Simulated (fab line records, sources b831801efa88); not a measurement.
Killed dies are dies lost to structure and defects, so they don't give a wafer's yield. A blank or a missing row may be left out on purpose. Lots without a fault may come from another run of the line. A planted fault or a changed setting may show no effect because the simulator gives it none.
Which tool did it? | flow sky130 | 6 lots, 18 wafers sampled, at 3 steps of a route of 708

WHAT THE GAUGES READ, wafer by wafer
SKY_LI_CONTACT_THK_MEAS_01.
lot  | measured     | on            | LI_CONTACT_HDPCVD_THK (nm)
L511 | day 28 20:44 | film_metro-02 | 912 928 915
L512 | day 29 20:43 | film_metro-02 | 931 920 928
L515 | day 30 13:50 | film_metro-04 | 929 925 942
L519 | day 32 03:53 | film_metro-03 | 937 922 930
L527 | day 34 09:24 | film_metro-04 | 931 935 920
L532 | day 36 05:44 | film_metro-04 | 917 934 921

WHICH TOOL RAN EACH LOT (tool, then ch and the chambers of the sampled wafers, then the start)
lot  | SKY_POLY_CUT_STRIP_12                | SKY_LI_CONTACT_HDPCVD_00
L511 | plasma_asher-02 ch 0,1, day 25 03:41 | hdpcvd-02 ch 0,1, day 28 20:37
L512 | plasma_asher-01 ch 0,1, day 26 02:59 | hdpcvd-01 ch 1,2, day 29 20:37
L515 | plasma_asher-01 ch 0,1, day 26 20:15 | hdpcvd-02 ch 0,2, day 30 13:44
L519 | plasma_asher-02 ch 0, day 28 13:57   | hdpcvd-01 ch 1,2, day 32 03:47
L527 | plasma_asher-02 ch 0,1, day 31 03:47 | hdpcvd-02 ch 1,2, day 34 09:17
L532 | plasma_asher-03 ch 0,1, day 33 02:38 | hdpcvd-02 ch 0,1,2, day 36 05:38
- SKY_POLY_CUT_STRIP_12: strips in O2/N2.
- SKY_LI_CONTACT_HDPCVD_00: deposits PSG, target thk 930 nm, time 155 s.

THE ANSWER, worked out from the rows above alone
Rule: what is usual is taken from the lots themselves. Put in order of their means at a reading, lots are off if they are a third of the lots or fewer, leave a main group of 4 or more, and stand apart from it by a gap of 3 or more times the standard deviation of the main group's means; of several such gaps the widest counts. A main group whose means are all the same, to the digits that the tables above print for the reading, isn't used. A lot without any number at a reading at which 4 lots or more have one is off too. The other lots that the step has rows for count as sound.
No lot is off at any reading shown: from this, nothing can be told.

WHAT THE SIMULATOR HAD PUT IN
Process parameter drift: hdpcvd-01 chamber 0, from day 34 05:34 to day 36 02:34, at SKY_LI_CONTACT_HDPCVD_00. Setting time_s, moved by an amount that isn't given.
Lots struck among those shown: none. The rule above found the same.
